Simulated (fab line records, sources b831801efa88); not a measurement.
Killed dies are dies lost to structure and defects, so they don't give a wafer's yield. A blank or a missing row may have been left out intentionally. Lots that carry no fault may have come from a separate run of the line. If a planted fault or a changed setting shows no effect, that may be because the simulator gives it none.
8D (eight disciplines) problem report, filled in by code | flow sfq line | the parts of the form that need people (team, actions taken, sign-off) are left out

## 1. PROBLEM STATEMENT
spin speed rpm at SFQ_TRILAYER_I1_VIA_LITHO_COAT_054 reads a mean of 2856.6 rpm on 6 wafers of 2 lots; wafers without a fault read 3000.3 rpm with a standard deviation of 2. That puts it -72 standard deviations away from the usual mean.
The step: resist thk 62 nm.
The first sign was on wafer L933.2 at day 17 12:24, on litho track-01. Wafers with a number at this step in the record: 18, from 6 lots. By rule, "out" or "out of limits" means more than 4 standard deviations away from the usual mean. The other wafers with a number count as sound.

## 2. WHAT IT IS AND WHAT IT IS NOT
question                    | is                     | is not
which readings at this step | spin speed rpm         | -
which lots                  | L933, L935             | L923, L926, L940, L941
which wafers of those lots  | all that have a number | -
read on which tools         | litho track-01         | litho track-04
when                        | from day 17 12:24      | up to then (6 sound wafers); but 6 sound wafers of L940, L941 came after

## 3. THE SUSPECTS, EACH WITH WHAT RULES IT OUT
Counting: a tool stays on the suspect list if, at a process step up to the reading, it processed all lots that are out and no sound lot following the first of them.
- rie metal-04 at SFQ_TRILAYER_M1_BARC_OPEN_METAL_ETCH_054 (etches BARC in O2, target depth 125 nm, time 41.7 s): kept. It ran every lot that is out, first L933 (day 17 06:04), and no sound lot after that.
- rie metal-04 at SFQ_TRILAYER_M1_ETCH_METAL_ETCH_042 (etches Nb in Cl2/Ar, stops on SiO2, target depth 240 nm, time 120 s): kept. It ran every lot that is out, first L933 (day 17 06:08), and no sound lot after that.
- litho track-01 at SFQ_TRILAYER_I1_VIA_LITHO_COAT_054 (resist thk 62 nm): kept. Every lot that is out went through it, starting with L933 (day 17 12:24), and after that it ran no sound lot; the last sound lot it ran before then is L926 (day 15 04:21). Its own spin speed rpm readings are out on those wafers.
After the count, these remain: rie metal-04 at SFQ_TRILAYER_M1_BARC_OPEN_METAL_ETCH_054, rie metal-04 at SFQ_TRILAYER_M1_ETCH_METAL_ETCH_042 and litho track-01 at SFQ_TRILAYER_I1_VIA_LITHO_COAT_054.

## 4. THE CAUSE (what the simulator had put in)
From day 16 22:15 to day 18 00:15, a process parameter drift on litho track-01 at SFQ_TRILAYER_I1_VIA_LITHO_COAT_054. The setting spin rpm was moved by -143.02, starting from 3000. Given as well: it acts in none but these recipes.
This tool is one of the 3 suspects left after counting.

## 5. SEQUENCE OF EFFECTS, ordered by route
Rows list readings where the struck wafers' mean (over those with a number) sits beyond 3 standard deviations from the usual. Readings are gone through only where the record gives a usual standard deviation; hours: the median, over the lots, of the time from a lot's start at the first step in this table giving one to that lot's start at this step; sigmas: the change measured in usual standard deviations.
hours | step                               | reading        | usual      | on struck wafers | change | sigmas
0     | SFQ_TRILAYER_I1_VIA_LITHO_COAT_054 | spin speed rpm | 3000.3 rpm | 2856.6           | -143.7 | -72
Its process steps:
- SFQ_TRILAYER_I1_VIA_LITHO_COAT_054: resist thk 62 nm.
Later steps that measure or inspect, where all struck wafers having a row at the step show a number for every such reading and not one has moved that far: SFQ_I1_OVL_MEAS_913.

## 6. HOW IT WOULD HAVE BEEN CAUGHT EARLIER
In this record no reading fell out of limits until day 17 12:24, 14 hours after the fault had begun at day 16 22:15.
